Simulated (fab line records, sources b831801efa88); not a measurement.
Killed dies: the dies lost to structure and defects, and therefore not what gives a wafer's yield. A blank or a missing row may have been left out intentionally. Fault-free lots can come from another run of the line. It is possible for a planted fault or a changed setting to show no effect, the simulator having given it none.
fab line records -- flow sky130
record: lots: 7, wafers: 21, last-day: 50
route steps=708 shown VIA1@467 METAL2@483 PAD_OPEN@708
lots that met no fault: taken from a fault-free run of the same line
start-h: start of the lot's first displayed wafer, in hours after the record's first day -- wait-h: hours from the lot's prior step to this one -- " repeats the value in the row above -- L1.1+2: a row that stands for several wafers -- - either no value or no given start -- * or withheld: withheld -- < > ~ a bound
route shown NAME@n: NAME is a module with steps in the file, n the number in the route of the first one -- usual: mean/standard deviation of fault-free wafers -- same: alike in all rows -- chamber/n: place in a boat -- sites: readings site by site -- _std_site: the values' standard deviation -- _edge_site: inner sites' mean taken away from outer sites' mean -- radius-mm: how far each site lies from the wafer's centre -- mask NAME#n: copy n -- behind: the last tool/chamber to shape the wafer -- hold: reason for holding the lot/hours on hold/outcome of the hold -- device: the n, p or np transistor that did not switch -- end of line: tests of these same wafers at the route's end -- a step without rows: its recipe alone -- killed: at the first sort, the dies lost to defects and structure; wafer yield is something else -- map: a wafer's dies, x killed, . not, _ none there
set.NAME: the setting as run; set.NAME@STEP: as run at that earlier step -- model.NAME: the simulator's own value behind a step, which no gauge read
certain route steps with their lots: each step a table, each wafer a row
services: a tool's chamber out of use, with start hour (start-h, from the record's first day; less than 0 if before it), hours out, and reason
== steps ==
step: SKY_VIA1_EXPOSE_09
recipe: mask-id: VIM, na: 0.8, source-shape: annular, sigma-inner: 0.55, sigma-outer: 0.85, target-cd-nm: 150, dose-mj: 38
step: SKY_VIA1_PEB_10
recipe: peb-temp-c: withheld, peb-time-s: withheld, resist: KrF-thick
step: SKY_VIA1_DEVELOP_11
recipe: develop-time-s: 60, resist: KrF-thick, dev-temp-c: 21
step: SKY_VIA1_CD_MEAS_12
recipe: target-cd-nm: 150
usual: cd-nm: 149.6/1.4
lot.wafer,tool,chamber,start-h,wait-h,cd-nm
L179.1,cd-sem-02,-,862.85,-,147.2
L179.4,cd-sem-02,-,862.85,-,148.0
L179.5,cd-sem-02,-,862.85,-,148.1
L181.1,cd-sem-01,-,887.97,-,152.5
L181.2,cd-sem-01,-,887.97,-,153.7
L181.5,cd-sem-01,-,887.97,-,152.5
L185.1,cd-sem-02,-,921.65,-,150.8
L185.2,cd-sem-02,-,921.65,-,147.9
L185.5,cd-sem-02,-,921.65,-,149.9
L186.2,cd-sem-02,-,933.80,-,150.2
L186.5,cd-sem-02,-,933.80,-,150.4
L186.6,cd-sem-02,-,933.80,-,147.7
L187.1,cd-sem-02,-,938.53,-,151.4
L187.3,cd-sem-02,-,938.53,-,150.3
L187.6,cd-sem-02,-,938.53,-,151.6
L188.2,cd-sem-01,-,952.40,-,148.7
L188.3,cd-sem-01,-,952.40,-,149.1
L188.5,cd-sem-01,-,952.40,-,148.9
L193.3,cd-sem-01,-,969.31,-,150.2
L193.4,cd-sem-01,-,969.31,-,150.9
L193.6,cd-sem-01,-,969.31,-,150.4
step: SKY_VIA1_OVL_MEAS_13
usual: VIA1_OVL: 0/6.5
lot.wafer,tool,chamber,start-h,wait-h,VIA1_OVL[nm]
L179.1,overlay-02,-,862.97,0.1,-2
L179.4,overlay-02,-,862.97,0.1,-2
L179.5,overlay-02,-,862.97,0.1,-5
L181.1,overlay-01,-,888.09,0.1,2
L181.2,overlay-01,-,888.09,0.1,-2
L181.5,overlay-01,-,888.09,0.1,12
L185.1,overlay-01,-,921.77,0.1,5
L185.2,overlay-01,-,921.77,0.1,-2
L185.5,overlay-01,-,921.77,0.1,-6
L186.2,overlay-01,-,933.90,0.1,-10
L186.5,overlay-01,-,933.90,0.1,4
L186.6,overlay-01,-,933.90,0.1,-7
L187.1,overlay-02,-,938.65,0.1,-7
L187.3,overlay-02,-,938.65,0.1,-7
L187.6,overlay-02,-,938.65,0.1,-12
L188.2,overlay-02,-,952.50,0.1,-8
L188.3,overlay-02,-,952.50,0.1,3
L188.5,overlay-02,-,952.50,0.1,-4
L193.3,overlay-01,-,969.40,0.1,-4
L193.4,overlay-01,-,969.40,0.1,0
L193.6,overlay-01,-,969.40,0.1,8
step: SKY_VIA1_ETCH_14
recipe: chemistry: N2/H2, target: BARC, ion-energy-ev: 200, source-w: 500, bias-w: 100, pressure-mtorr: 30, n2-flow-sccm: 100, h2-flow-sccm: 200, stop-on: SiO2, time-s: 45.9, target-depth-a: 600
usual: chamber-pressure-mTorr: 30.000/0.026, drypump-motor-current-A: 5.5/0.49, oes-product-au: 0.854/0.0048, throttle-valve-pct: 13.224/0.0092
lot.wafer,tool,chamber,start-h,wait-h,chamber-pressure-mTorr,drypump-motor-current-A,oes-product-au,rf-hours-counter-h,throttle-valve-pct
L179.1,rie-diel-02,0,863.01,0.0,29.989,5.2,0.858,12,13.228
L179.4,rie-diel-02,3,863.01,0.0,30.006,5.0,0.859,-,13.230
L179.5,rie-diel-02,0,863.01,0.0,29.965,5.2,0.848,-,13.211
L181.1,rie-diel-01,2,888.13,0.0,29.962,6.1,0.852,1,13.235
L181.2,rie-diel-01,3,888.13,0.0,29.987,5.1,0.853,12,13.226
L181.5,rie-diel-01,3,888.13,0.0,29.985,5.1,0.850,-,13.215
L185.1,rie-diel-01,2,921.81,0.0,30.007,6.1,0.849,2,13.217
L185.2,rie-diel-01,1,921.81,0.0,29.981,5.0,0.846,5,13.227
L185.5,rie-diel-01,2,921.81,0.0,29.979,6.1,0.844,-,13.216
L186.2,rie-diel-01,2,933.93,0.0,29.982,6.1,0.854,2,13.221
L186.5,rie-diel-01,0,933.93,0.0,29.948,5.5,0.853,-,13.225
L186.6,rie-diel-01,3,933.93,0.0,29.950,5.1,0.859,-,13.222
L187.1,rie-diel-04,3,938.68,0.0,30.008,6.6,0.850,16,13.230
L187.3,rie-diel-04,1,938.68,0.0,30.024,5.2,0.859,15,13.216
L187.6,rie-diel-04,2,938.68,0.0,30.005,5.6,0.847,-,13.237
L188.2,rie-diel-01,3,952.53,0.0,29.995,5.1,0.851,14,13.248
L188.3,rie-diel-01,1,952.53,0.0,29.983,5.0,0.848,6,13.233
L188.5,rie-diel-01,0,952.53,0.0,29.985,5.5,0.857,-,13.217
L193.3,rie-diel-01,0,969.43,0.0,30.000,5.5,0.852,16,13.235
L193.4,rie-diel-01,1,969.43,0.0,29.983,5.0,0.853,6,13.230
L193.6,rie-diel-01,3,969.43,0.0,29.995,5.1,0.858,-,13.229
step: SKY_VIA1_ETCH_15
recipe: target: SiO2, chemistry: C4F8/O2/Ar, target-depth-nm: 351, stop-on: TiN, mask-material: KrF-thick, source-w: 1500, bias-w: 1200, pressure-mtorr: 40, c4f8-flow-sccm: withheld, O2_flow_sccm: 6, Ar_flow_sccm: 300, time-s: 54
usual: chamber-pressure-mTorr: 40.00/0.036, oes-product-au: 0.982/0.0061
lot.wafer,tool,chamber,start-h,wait-h,chamber-pressure-mTorr,oes-product-au,rf-hours-counter-h
L179.1,rie-diel-02,0,863.05,0.0,40.00,0.984,12
L179.4,rie-diel-02,3,863.05,0.0,39.94,0.984,-
L179.5,rie-diel-02,0,863.05,0.0,40.00,0.989,-
L181.1,rie-diel-01,2,888.17,0.0,40.05,0.984,1
L181.2,rie-diel-01,3,888.17,0.0,39.97,0.990,12
L181.5,rie-diel-01,3,888.17,0.0,39.96,0.979,-
L185.1,rie-diel-01,2,921.85,0.0,39.98,0.985,2
L185.2,rie-diel-01,1,921.85,0.0,40.02,0.981,5
L185.5,rie-diel-01,2,921.85,0.0,40.08,0.982,-
L186.2,rie-diel-01,2,933.98,0.0,40.03,0.985,2
L186.5,rie-diel-01,0,933.98,0.0,40.06,0.982,-
L186.6,rie-diel-01,3,933.98,0.0,39.97,0.985,-
L187.1,rie-diel-04,3,938.73,0.0,40.01,0.983,16
L187.3,rie-diel-04,1,938.73,0.0,39.98,0.972,15
L187.6,rie-diel-04,2,938.73,0.0,39.98,0.982,-
L188.2,rie-diel-01,3,952.58,0.0,39.99,0.990,14
L188.3,rie-diel-01,1,952.58,0.0,39.95,0.984,6
L188.5,rie-diel-01,0,952.58,0.0,39.99,0.969,-
L193.3,rie-diel-01,0,969.47,0.0,39.99,0.980,16
L193.4,rie-diel-01,1,969.47,0.0,40.02,0.980,6
L193.6,rie-diel-01,3,969.47,0.0,39.90,0.988,-
step: SKY_VIA1_STRIP_16
recipe: chemistry: O2/N2, power-w: 1400, pressure-mtorr: 1500, platen-temp-c: withheld, o2-flow-sccm: 3000, n2-flow-sccm: 300, overash-fraction: 0.5
usual: chamber-pressure-mTorr: 1499.9/1.5, drypump-motor-current-A: 5.5/0.45, oes-product-au: 0.415/0.0046, strip-time-to-endpoint-s: 4.451/0.022
lot.wafer,tool,chamber,start-h,wait-h,chamber-pressure-mTorr,drypump-motor-current-A,oes-product-au,rf-hours-counter-h,strip-time-to-endpoint-s
L179.1,plasma-asher-02,0,863.10,0.0,1500.3,5.1,0.411,75,4.440
L179.4,plasma-asher-02,0,863.10,0.0,1501.5,5.1,0.411,-,4.427
L179.5,plasma-asher-02,1,863.10,0.0,1503.4,5.6,0.410,-,4.425
L181.1,plasma-asher-01,1,888.22,0.0,1499.7,4.8,0.420,108,4.476
L181.2,plasma-asher-01,0,888.22,0.0,1498.9,5.7,0.416,108,4.429
L181.5,plasma-asher-01,0,888.22,0.0,1501.1,5.7,0.414,-,4.455
L185.1,plasma-asher-01,0,921.90,0.0,1500.9,5.6,0.416,111,4.455
L185.2,plasma-asher-01,1,921.90,0.0,1501.3,4.8,0.411,111,4.420
L185.5,plasma-asher-01,0,921.90,0.0,1497.5,5.7,0.418,-,4.457
L186.2,plasma-asher-02,1,934.02,0.0,1500.6,5.6,0.415,81,4.470
L186.5,plasma-asher-02,1,934.02,0.0,1500.4,5.6,0.411,-,4.506
L186.6,plasma-asher-02,0,934.02,0.0,1498.7,5.1,0.417,-,4.473
L187.1,plasma-asher-02,1,938.77,0.0,1500.3,5.6,0.420,82,4.439
L187.3,plasma-asher-02,0,938.77,0.0,1499.0,5.1,0.428,-,4.483
L187.6,plasma-asher-02,0,938.77,0.0,1501.0,5.1,0.411,-,4.468
L188.2,plasma-asher-03,0,952.62,0.0,1499.9,6.3,0.424,21,4.479
L188.3,plasma-asher-03,1,952.62,0.0,1500.4,5.7,0.416,-,4.420
L188.5,plasma-asher-03,0,952.62,0.0,1501.4,6.4,0.410,-,4.485
L193.3,plasma-asher-03,0,969.55,0.1,1501.4,6.4,0.418,-,4.444
L193.4,plasma-asher-03,1,969.55,0.1,1500.4,5.8,0.413,-,4.428
L193.6,plasma-asher-03,0,969.55,0.1,1498.2,6.4,0.409,-,4.425
step: SKY_VIA1_STRIP_17
recipe: chemistry: post-etch-residue-remover, time-s: 1200, temp-c: 72.5
step: SKY_VIA1_CLEAN_18
recipe: chemistry: IPA, time-s: 180, temp-c: 25
step: SKY_VIA1_CLEAN_19
recipe: chemistry: O3/DIW, dry: n2-spin
step: SKY_VIA1_SPUTTER_20
recipe: material: TiN, target-thk-nm: 20, chamber-pressure-pa: 5, power-w: 4000, time-s: 80
usual: throttle-valve-pct: 29.7/1.1
lot.wafer,tool,chamber,start-h,wait-h,throttle-valve-pct
L179.1,pvd-sputter-03,-,863.69,0.0,29.0
L179.4,pvd-sputter-03,-,863.69,0.0,28.3
L179.5,pvd-sputter-03,-,863.69,0.0,28.7
L181.1,pvd-sputter-01,-,888.81,0.0,30.9
L181.2,pvd-sputter-01,-,888.81,0.0,29.3
L181.5,pvd-sputter-01,-,888.81,0.0,29.6
L185.1,pvd-sputter-03,-,922.49,0.0,28.9
L185.2,pvd-sputter-03,-,922.49,0.0,29.1
L185.5,pvd-sputter-03,-,922.49,0.0,29.1
L186.2,pvd-sputter-02,-,934.62,0.0,28.8
L186.5,pvd-sputter-02,-,934.62,0.0,30.8
L186.6,pvd-sputter-02,-,934.62,0.0,29.1
L187.1,pvd-sputter-02,-,939.38,0.0,28.4
L187.3,pvd-sputter-02,-,939.38,0.0,31.1
L187.6,pvd-sputter-02,-,939.38,0.0,31.2
L188.2,pvd-sputter-03,-,953.24,0.0,28.4
L188.3,pvd-sputter-03,-,953.24,0.0,31.2
L188.5,pvd-sputter-03,-,953.24,0.0,28.9
L193.3,pvd-sputter-01,-,970.15,0.0,29.6
L193.4,pvd-sputter-01,-,970.15,0.0,31.3
L193.6,pvd-sputter-01,-,970.15,0.0,29.6
step: SKY_VIA1_CVD_21
recipe: material: W, target-thk-nm: 270, time-s: 80.902, temp-c: 400, pressure-torr: 40
usual: heater-power-w: 771/46, susceptor-temp-C: 399.96/0.26
lot.wafer,tool,chamber,start-h,wait-h,heater-power-w,susceptor-temp-C,model.W_of_VIA1_CVD_21.thk-nm
L179.1,cvd-w-02,1,863.76,0.0,856,400.29,266.9
L179.4,cvd-w-02,0,863.76,0.0,762,399.91,269.2
L179.5,cvd-w-02,1,863.76,0.0,827,400.43,265.2
L181.1,cvd-w-02,1,888.87,0.0,873,399.74,266.7
L181.2,cvd-w-02,0,888.87,0.0,760,400.01,266.7
L181.5,cvd-w-02,0,888.87,0.0,770,400.03,267.8
L185.1,cvd-w-02,0,922.55,0.0,740,400.09,268.9
L185.2,cvd-w-02,1,922.55,0.0,802,400.51,266.1
L185.5,cvd-w-02,1,922.55,0.0,785,400.44,268.3
L186.2,cvd-w-02,0,934.68,0.0,761,399.93,349.9
L186.5,cvd-w-02,0,934.68,0.0,765,399.91,349
L186.6,cvd-w-02,1,934.68,0.0,807,399.96,271
L187.1,cvd-w-02,1,939.44,0.0,780,400.27,272.2
L187.3,cvd-w-02,0,939.44,0.0,731,399.54,348
L187.6,cvd-w-02,0,939.44,0.0,736,400.09,350.9
L188.2,cvd-w-02,0,953.31,0.0,734,399.83,346.3
L188.3,cvd-w-02,1,953.31,0.0,822,399.84,268.2
L188.5,cvd-w-02,0,953.31,0.0,762,399.90,351.8
L193.3,cvd-w-01,0,970.24,0.1,727,400.17,266.2
L193.4,cvd-w-01,1,970.24,0.1,801,400.27,266.2
L193.6,cvd-w-01,0,970.24,0.1,709,399.97,268.6
step: SKY_VIA1_RS_MEAS_22
recipe: thk-meas-gauge: four-point-probe, reads: W_of_VIA1_CVD_21+TiN_of_VIA1_SPUTTER_20
usual: VIA1_W_RS: 0.430/0.0046
lot.wafer,tool,chamber,start-h,wait-h,VIA1_W_RS[ohm/sq]
L179.1,film-metro-04,-,863.85,0.1,0.432
L179.4,film-metro-04,-,863.85,0.1,0.428
L179.5,film-metro-04,-,863.85,0.1,0.435
L181.1,film-metro-01,-,888.97,0.1,0.433
L181.2,film-metro-01,-,888.97,0.1,0.432
L181.5,film-metro-01,-,888.97,0.1,0.430
L185.1,film-metro-02,-,922.64,0.1,0.428
L185.2,film-metro-02,-,922.64,0.1,0.433
L185.5,film-metro-02,-,922.64,0.1,0.429
L186.2,film-metro-02,-,934.80,0.1,0.327
L186.5,film-metro-02,-,934.80,0.1,0.328
L186.6,film-metro-02,-,934.80,0.1,0.424
L187.1,film-metro-01,-,939.53,0.1,0.423
L187.3,film-metro-01,-,939.53,0.1,0.330
L187.6,film-metro-01,-,939.53,0.1,0.328
L188.2,film-metro-02,-,953.42,0.1,0.331
L188.3,film-metro-02,-,953.42,0.1,0.428
L188.5,film-metro-02,-,953.42,0.1,0.326
L193.3,film-metro-01,-,970.34,0.1,0.433
L193.4,film-metro-01,-,970.34,0.1,0.433
L193.6,film-metro-01,-,970.34,0.1,0.430
step: SKY_VIA1_THK_MEAS_23
recipe: thk-meas-gauge: xrf, reads: W_of_VIA1_CVD_21
usual: VIA1_W_THK: 264.5/2.9
lot.wafer,tool,chamber,start-h,wait-h,VIA1_W_THK[nm]
L179.1,film-metro-04,-,863.97,0.1,262.3
L179.4,film-metro-04,-,863.97,0.1,264.5
L179.5,film-metro-04,-,863.97,0.1,261.6
L181.1,film-metro-01,-,889.09,0.1,262.1
L181.2,film-metro-01,-,889.09,0.1,261.2
L181.5,film-metro-01,-,889.09,0.1,262.9
L185.1,film-metro-02,-,922.76,0.1,265.6
L185.2,film-metro-02,-,922.76,0.1,263.5
L185.5,film-metro-02,-,922.76,0.1,266.0
L186.2,film-metro-02,-,934.91,0.1,346.3
L186.5,film-metro-02,-,934.91,0.1,343.9
L186.6,film-metro-02,-,934.91,0.1,268.6
L187.1,film-metro-01,-,939.65,0.1,270.5
L187.3,film-metro-01,-,939.65,0.1,347.6
L187.6,film-metro-01,-,939.65,0.1,347.2
L188.2,film-metro-02,-,953.53,0.1,340.9
L188.3,film-metro-02,-,953.53,0.1,265.3
L188.5,film-metro-02,-,953.53,0.1,347.8
L193.3,film-metro-01,-,970.44,0.1,264.9
L193.4,film-metro-01,-,970.44,0.1,265.0
L193.6,film-metro-01,-,970.44,0.1,265.6
step: SKY_VIA1_CMP_24
recipe: stop-on: SiO2, t-overpolish-s: 15, down-force-psi: 3.5, platen-rpm: 60, target-thk-nm: 0, pad-velocity-m-s: 0.94248
usual: edge-zone-pressure-frac: 1.000/0.0049, motor-current-A: 11.4/1.7, time-to-endpoint-s: 65/3.3
lot.wafer,tool,chamber,start-h,wait-h,edge-zone-pressure-frac,motor-current-A,time-to-endpoint-s
L179.1,cmp-01,3,864.08,0.1,1.009,8.9,65
L179.4,cmp-01,0,864.08,0.1,0.993,10.9,63
L179.5,cmp-01,2,864.08,0.1,0.999,14.5,65
L181.2,cmp-02,2,889.20,0.1,0.997,10.5,68
L181.1,cmp-02,0,889.20,0.1,1.005,10.3,68
L181.5,cmp-02,1,889.20,0.1,0.999,12.4,70
L185.1,cmp-02,1,922.87,0.1,0.998,12.3,66
L185.2,cmp-02,3,922.87,0.1,0.998,10.7,66
L185.5,cmp-02,1,922.87,0.1,0.995,12.4,66
L186.2,cmp-01,0,935.01,0.1,0.993,10.7,79
L186.6,cmp-01,3,935.01,0.1,1.001,9.3,62
L186.5,cmp-01,0,935.01,0.1,1.004,11.4,80
L187.1,cmp-02,1,939.76,0.1,0.998,11.9,70
L187.3,cmp-02,3,939.76,0.1,0.996,11.0,88
L187.6,cmp-02,0,939.76,0.1,0.994,10.4,87
L188.3,cmp-01,1,953.58,0.0,0.998,11.6,70
L188.2,cmp-01,2,953.58,0.0,1.005,14.3,83
L188.5,cmp-01,2,953.58,0.0,1.000,13.8,83
L193.3,cmp-02,0,970.53,0.1,0.998,10.6,65
L193.4,cmp-02,1,970.53,0.1,1.004,12.5,62
L193.6,cmp-02,0,970.53,0.1,1.002,9.6,64
step: SKY_METAL2_SPUTTER_00
recipe: material: Ti, target-thk-nm: 15, power-w: 3000, time-s: 10, chamber-pressure-pa: 0.4
usual: throttle-valve-pct: 30.0/0.95
lot.wafer,tool,chamber,start-h,wait-h,throttle-valve-pct
L179.1,pvd-sputter-04,-,864.33,0.2,30.8
L179.4,pvd-sputter-04,-,864.33,0.2,29.8
L179.5,pvd-sputter-04,-,864.33,0.2,30.9
L181.1,pvd-sputter-02,-,889.45,0.1,31.1
L181.2,pvd-sputter-02,-,889.45,0.1,28.5
L181.5,pvd-sputter-02,-,889.45,0.1,31.0
L185.1,pvd-sputter-02,-,923.12,0.2,31.0
L185.2,pvd-sputter-02,-,923.12,0.2,31.4
L185.5,pvd-sputter-02,-,923.12,0.2,31.0
L186.2,pvd-sputter-04,-,935.26,0.2,29.4
L186.5,pvd-sputter-04,-,935.26,0.2,30.5
L186.6,pvd-sputter-04,-,935.26,0.2,31.2
L187.1,pvd-sputter-04,-,940.01,0.2,30.6
L187.3,pvd-sputter-04,-,940.01,0.2,29.2
L187.6,pvd-sputter-04,-,940.01,0.2,30.5
L188.2,pvd-sputter-04,-,953.88,0.2,29.7
L188.3,pvd-sputter-04,-,953.88,0.2,29.7
L188.5,pvd-sputter-04,-,953.88,0.2,30.4
L193.3,pvd-sputter-04,-,970.78,0.2,30.8
L193.4,pvd-sputter-04,-,970.78,0.2,30.7
L193.6,pvd-sputter-04,-,970.78,0.2,29.5
step: SKY_PAD_OPEN_PROBE_99
usual: defect-limited-yield: 82.2/2.1, killed_at_M0_to_M3: 44/7.4, killed_at_M4_up: 3.1/1.8, killed-at-contacts: 25/6, killed-at-front-end: 15/4.4, killed-at-other: 0.3/0.49, killed-dies: 88/10, killed-open: 48/7.4, killed-short: 39/6.3, sort_bin_3_pad_short: 0.9/0.4, sort_bin_5_function: 10.5/1.5, sort_bin_6_memory: 6.5/1.3, sort-n-pass: 404/10, sort-yield-pct: 82.2/2.1
same: gross-dies: 492, killed-at-back-side: 0, sort_bin_4_leakage[%]: 0, sort_bin_8_speed[%]: 0
lot.wafer,tool,chamber,start-h,wait-h,defect-limited-yield[%],killed_at_M0_to_M3,killed_at_M4_up,killed-at-contacts,killed-at-front-end,killed-at-other,killed-dies,killed-open,killed-short,sort_bin_3_pad_short[%],sort_bin_5_function[%],sort_bin_6_memory[%],sort-n-pass,sort-yield-pct[%]
L179.1,prober-02,-,1134.95,0.1,83.1,42,8,17,16,0,83,43,40,0.6,11.6,4.7,409,83.1
L179.4,prober-02,-,1135.10,0.2,84.6,41,4,22,7,2,76,42,34,0.8,7.1,7.5,416,84.6
L179.5,prober-02,-,1135.15,0.2,82.9,46,4,19,14,1,84,49,35,1.2,10.0,5.9,408,82.9
L181.1,prober-01,-,1154.17,0.1,79.3,58,3,18,23,0,102,61,41,1.2,11.2,8.3,390,79.3
L181.2,prober-01,-,1154.22,0.1,83.9,39,6,22,12,0,79,42,37,0.4,10.2,5.5,413,83.9
L181.5,prober-01,-,1154.37,0.2,86.8,38,3,13,11,0,65,31,34,0.6,7.1,5.5,427,86.8
L186.2,prober-01,-,1184.70,0.1,84.1,31,6,22,19,0,78,44,34,0.4,9.1,6.3,414,84.1
L186.5,prober-01,-,1184.85,0.2,83.3,35,1,26,20,0,82,47,35,0.6,10.6,5.5,410,83.3
L186.6,prober-01,-,1184.90,0.2,82.9,50,2,17,15,0,84,47,37,0.8,9.3,6.9,408,82.9
L187.1,prober-02,-,1188.88,0.1,82.5,44,1,27,14,0,86,58,28,0,11.6,5.9,406,82.5
L187.3,prober-02,-,1188.98,0.2,85.2,39,0,23,11,0,73,47,26,1.0,8.9,4.9,419,85.2
L187.6,prober-02,-,1189.13,0.2,81.3,40,3,30,19,0,92,51,41,0.8,11.4,6.5,400,81.3
L188.2,prober-01,-,1199.21,0.1,82.5,44,4,23,15,0,86,43,42,1.4,9.3,6.7,406,82.5
L188.3,prober-01,-,1199.26,0.2,82.7,37,3,27,18,0,85,42,42,1.0,9.8,6.5,407,82.7
L188.5,prober-01,-,1199.36,0.2,81.3,43,0,30,18,1,92,53,38,0.4,10.8,7.5,400,81.3
killed by level:class
L179.1 VIA1:geometric-particle:open=10 METAL4:geometric-particle:short=8 METAL1:geometric-particle:short=6 CONTACT:geometric-particle:open=6 VIA2:geometric-particle:open=5 VIA3:geometric-particle:open=5 METAL2:geometric-particle:short=4 METAL3:geometric-particle:short=4
L179.4 VIA1:geometric-particle:open=9 CONTACT:geometric-particle:open=8 VIA1:geometric-particle:short=7 METAL2:geometric-particle:short=6 VIA3:geometric-particle:open=6 LI_CONTACT:geometric-particle:open=5 LI_CONTACT:geometric-particle:short=4 LOCAL_INTERCONNECT:geometric-particle:short=4
L179.5 CONTACT:geometric-particle:open=11 VIA1:geometric-particle:open=8 VIA2:geometric-particle:open=7 METAL2:geometric-particle:short=7 VIA3:geometric-particle:open=5 METAL1:geometric-particle:short=5 VIA1:geometric-particle:short=5 LI_CONTACT:geometric-particle:open=4
L181.1 VIA1:geometric-particle:open=12 VIA3:geometric-particle:open=10 METAL2:geometric-particle:short=9 POLY_GATE:geometric-particle:open=7 CONTACT:geometric-particle:open=7 VIA2:geometric-particle:open=7 FIELD_ISO:geometric-particle:open=6 METAL1:geometric-particle:short=6
L181.2 CONTACT:geometric-particle:open=10 FIELD_ISO:geometric-particle:open=6 METAL2:geometric-particle:short=6 LI_CONTACT:geometric-particle:open=5 VIA1:geometric-particle:open=5 VIA1:geometric-particle:short=5 VIA3:geometric-particle:open=5 METAL3:geometric-particle:short=4
L181.5 VIA1:geometric-particle:open=10 VIA3:geometric-particle:open=8 FIELD_ISO:geometric-particle:short=6 METAL1:geometric-particle:short=5 VIA1:geometric-particle:short=5 LI_CONTACT:geometric-particle:open=4 VIA3:geometric-particle:short=4 LOCAL_INTERCONNECT:geometric-particle:short=3
L186.2 FIELD_ISO:geometric-particle:short=7 LI_CONTACT:geometric-particle:open=7 CONTACT:geometric-particle:open=7 FIELD_ISO:geometric-particle:open=6 VIA3:geometric-particle:open=6 LI_CONTACT:geometric-particle:short=5 VIA1:geometric-particle:open=5 VIA2:geometric-particle:open=5
L186.5 CONTACT:geometric-particle:open=9 VIA2:geometric-particle:open=8 FIELD_ISO:geometric-particle:short=7 LI_CONTACT:geometric-particle:open=7 LI_CONTACT:geometric-particle:short=6 POLY_GATE:geometric-particle:open=6 VIA1:geometric-particle:open=6 METAL2:geometric-particle:short=6
L186.6 VIA1:geometric-particle:open=11 VIA2:geometric-particle:open=11 CONTACT:geometric-particle:open=9 VIA1:geometric-particle:short=8 METAL1:geometric-particle:short=6 FIELD_ISO:geometric-particle:short=5 LI_CONTACT:geometric-particle:open=4 VIA3:geometric-particle:open=4
L187.1 VIA3:geometric-particle:open=12 CONTACT:geometric-particle:open=11 VIA1:geometric-particle:open=9 LI_CONTACT:geometric-particle:open=7 FIELD_ISO:geometric-particle:open=5 VIA1:geometric-particle:short=5 LOCAL_INTERCONNECT:geometric-particle:short=4 METAL2:geometric-particle:short=3
L187.3 CONTACT:geometric-particle:open=13 VIA1:geometric-particle:open=13 VIA2:geometric-particle:open=8 LOCAL_INTERCONNECT:geometric-particle:short=4 METAL1:geometric-particle:short=4 POLY_GATE:geometric-particle:open=3 LI_CONTACT:geometric-particle:open=3 VIA1:geometric-particle:short=3
L187.6 CONTACT:geometric-particle:open=12 VIA1:geometric-particle:open=10 METAL2:geometric-particle:short=9 LI_CONTACT:geometric-particle:open=8 VIA2:geometric-particle:open=7 FIELD_ISO:geometric-particle:short=5 LOCAL_INTERCONNECT:geometric-particle:short=5 LI_CONTACT:geometric-particle:short=4
L188.2 VIA1:geometric-particle:open=9 VIA3:geometric-particle:open=9 POLY_GATE:geometric-particle:short=6 LOCAL_INTERCONNECT:geometric-particle:short=6 VIA2:geometric-particle:short=5 VIA2:geometric-particle:open=5 LI_CONTACT:geometric-particle:open=4 CONTACT:geometric-particle:short=4
L188.3 POLY_GATE:geometric-particle:open=8 VIA2:geometric-particle:open=8 LI_CONTACT:geometric-particle:open=7 CONTACT:geometric-particle:open=7 VIA1:geometric-particle:short=6 CONTACT:geometric-particle:short=6 FIELD_ISO:geometric-particle:short=5 METAL1:geometric-particle:short=5
L188.5 CONTACT:geometric-particle:open=16 VIA1:geometric-particle:open=9 METAL1:geometric-particle:short=7 VIA2:geometric-particle:open=7 FIELD_ISO:geometric-particle:short=5 LI_CONTACT:geometric-particle:open=5 CONTACT:geometric-particle:short=5 VIA2:geometric-particle:short=5
== services ==
tool,chamber,start-h,hours,kind
rie-diel-04,1,840.81,7.8,repair
rie-diel-04,3,857.72,8.3,repair
cmp-01,-,860.10,0.2,repair
rie-diel-01,3,862.30,2.6,repair
pvd-sputter-01,-,865.98,2.0,repair
cvd-w-02,-,869.05,0.4,repair
cvd-w-02,-,878.95,0.9,repair
cvd-w-01,1,884.75,4.2,repair
rie-diel-04,1,884.78,2.2,repair
cvd-w-02,-,904.00,14.0,pm
cvd-w-02,0,904.00,14.0,vent-cycle
cvd-w-02,1,904.00,14.0,vent-cycle
cmp-01,-,912.00,4.0,pm
rie-diel-02,3,914.49,4.4,repair
rie-diel-04,0,916.28,13.4,repair
cmp-01,-,926.94,4.5,pm
rie-diel-02,-,927.64,14.6,pm
cmp-01,-,931.99,0.6,repair
rie-diel-02,3,945.80,5.2,repair
rie-diel-01,3,954.92,8.4,repair
rie-diel-04,2,961.69,24.4,repair
pvd-sputter-02,-,965.87,6.6,repair
cmp-01,-,966.19,0.7,repair
cvd-w-01,1,967.88,1.6,repair
== key ==
first-sign: step: SKY_VIA1_RS_MEAS_22, reading: VIA1_W_RS, direction: down, sigmas: 22, usual: 0.430, struck: 0.328
effect: step: SKY_VIA1_THK_MEAS_23, reading: VIA1_W_THK, direction: up, sigmas: 28, usual: 264.5, struck: 345.6
effect: step: SKY_VIA1_CMP_24, reading: time-to-endpoint-s, direction: up, sigmas: 5.5, usual: *, struck: *
model-effect: step: SKY_VIA1_CVD_21, value: W_of_VIA1_CVD_21.thk-nm, without: 268.6, struck: 349.3
met-at SKY_VIA1_CVD_21
struck-wafers L186.2,L186.5,L187.3,L187.6,L188.2,L188.5
onset-between 922.55 934.68
fault: kind: process-parameter-drift, tool: cvd-w-02, chamber: 0, onset-h: 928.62, steps: SKY_VIA1_CVD_21, channel: target-thk-nm, offset: 81.166, shape: step, end-h: 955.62, acts-in: these-recipes-only, stated: 270
